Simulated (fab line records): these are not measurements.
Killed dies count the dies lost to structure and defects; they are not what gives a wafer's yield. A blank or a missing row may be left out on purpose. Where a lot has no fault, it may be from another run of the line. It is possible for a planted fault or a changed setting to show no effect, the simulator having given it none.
Problem report in the 8D (eight disciplines) form, filled by code    flow sky130    the parts of the form that need people (team, actions taken, sign-off) are left out

1. THE PROBLEM
At SKY_SD_N_CD_MEAS_07, cdNm averages 367.4 nm over 12 wafers from 4 lots, while fault-free wafers read 380.6 nm, standard deviation 2.4. That puts it -5.5 standard deviations away from the usual mean.
The step: target cd 380 nm.
Earliest sighting: wafer L383.2 on cdSem-02 at day 33 16:56. At this step, 36 wafers from 12 lots have a number in the record. The rule behind "out" and "out of limits": a value lying over 4 standard deviations away from the usual mean. All remaining wafers that have a number are taken as sound.

2. WHAT IT IS; WHAT IT IS NOT
question                     is                      is not
which readings at this step  cdNm                    -
which lots                   L381, L383, L384, L385  L366, L367, L371, L375, L377, L378, L379, L382
which wafers of those lots   all that have a number  -
read on which gauges         cdSem-01, cdSem-02      -
when                         from day 33 16:56       up to then (24 sound wafers)

3. WHAT RULES OUT EACH SUSPECT
Counting: a tool stays on the suspect list if, at a process step up to the reading, it processed all lots that are out and no sound lot following the first of them.
- the gauge at SKY_SD_N_CD_MEAS_07 has been ruled out. The wafers that are out were read on 2 gauges (cdSem-01, cdSem-02).
- ilineStepper-01 at SKY_SD_N_EXPOSE_04 (exposes mask NSDM, target cd 380 nm): kept. All lots that are out passed through it, beginning with L383 at day 33 04:22, and no sound lot followed; its final sound lot before that point was L379 at day 31 13:59. Out on those wafers are its own readings of exposureDoseMJCm2.
Left after counting: ilineStepper-01 at SKY_SD_N_EXPOSE_04.

4. THE CAUSE (what the simulator had put in)
Process parameters drifting: ilineStepper-01 at SKY_SD_N_EXPOSE_04, beginning at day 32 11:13. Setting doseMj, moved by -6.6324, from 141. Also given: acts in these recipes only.
After counting, this tool was the only one left.

5. THE CHAIN OF EFFECTS, in route order
Each row: a reading where the mean over the struck wafers with a number is more than 3 standard deviations away from the usual. Readings are gone through only where the record gives a usual standard deviation; hours: the median, over the lots, of the time from a lot's start at the first step in this table giving one to that lot's start at this step; sigmas: the change measured in usual standard deviations.
hours  step                 reading            usual     on struck wafers  change  sigmas
0      SKY_SD_N_EXPOSE_04   exposureDoseMJCm2  141.01    134.47            -6.54   -50
13     SKY_SD_N_CD_MEAS_07  cdNm               380.6 nm  367.4             -13.2   -5.5
Here are the process steps it includes:
- SKY_SD_N_EXPOSE_04: exposes mask NSDM, target cd 380 nm.

6. HOW IT WOULD HAVE BEEN CAUGHT EARLIER
Counted from the fault's start at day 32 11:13, it took 30 hours until the first out-of-limits reading at a measuring or inspecting step in this record, taken at day 33 16:56.
At SKY_SD_N_EXPOSE_04, the tool's own readings (exposureDoseMJCm2) were out on each struck wafer the step has a row for, so an alarm limit on them would have fired on the first such wafer.
Each of the lots that are out, 4 in all, had begun SKY_SD_N_EXPOSE_04 on ilineStepper-01 no later than day 33 16:56. Had the tool been put on hold then, not one of them would have been saved.
